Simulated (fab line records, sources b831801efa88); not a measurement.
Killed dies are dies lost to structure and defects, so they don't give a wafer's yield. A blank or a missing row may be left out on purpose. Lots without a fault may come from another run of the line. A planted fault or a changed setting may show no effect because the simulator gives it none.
Chamber matching | flow sky130 | SKY_VIA2_CMP_02 on cmp-02: 4 sister chambers
The step polishes SiO2. 8 wafers are shown with their chamber, then 7 later ones without.

WAFERS WITH THEIR CHAMBER
wafer  | chamber | motor_current_A (A)
L074.2 | 0       | 10.6
L078.2 | 0       | 10.7
L081.2 | 2       | 13.7
L083.2 | 3       | 12.8
L083.3 | 1       | 12.1
L083.5 | 3       | 12.5
L092.2 | 1       | 11.6
L092.3 | 2       | 13.5

WAFERS WITHOUT THEIR CHAMBER
wafer  | motor_current_A (A)
L092.4 | 12.7
L094.3 | 12.5
L094.4 | 11.3
L094.6 | 13.6
L097.3 | 13.3
L097.5 | 13.4
L097.6 | 12.8

WHICH CHAMBER EACH WENT THROUGH
wafer  | from the rows above     | in truth
L092.4 | 3                       | 3
L094.3 | 3                       | 3
L094.4 | can't be placed: 1 or 0 | 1
L094.6 | 2                       | 2
L097.3 | can't be placed: 2 or 3 | 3
L097.5 | 2                       | 2
L097.6 | 3                       | 3
Placed correctly: 5 of 7. Can't be placed from these rows: 2 (the true chamber is among the candidates in 2). Placed wrongly: 0.
How it was worked out, from the rows above alone: a wafer's distance from a chamber is the root of the sum, over the readings, of the square of ((its reading less the chamber's mean) divided by the reading's scatter). The wafer belongs to the nearest chamber; if the next one is less than 2 further off, it can't be placed. A chamber's mean is the mean of its shown wafers. The scatter: the root of (the sum of the squares of (reading less its chamber's mean) over the shown wafers, divided by (wafers less chambers)).
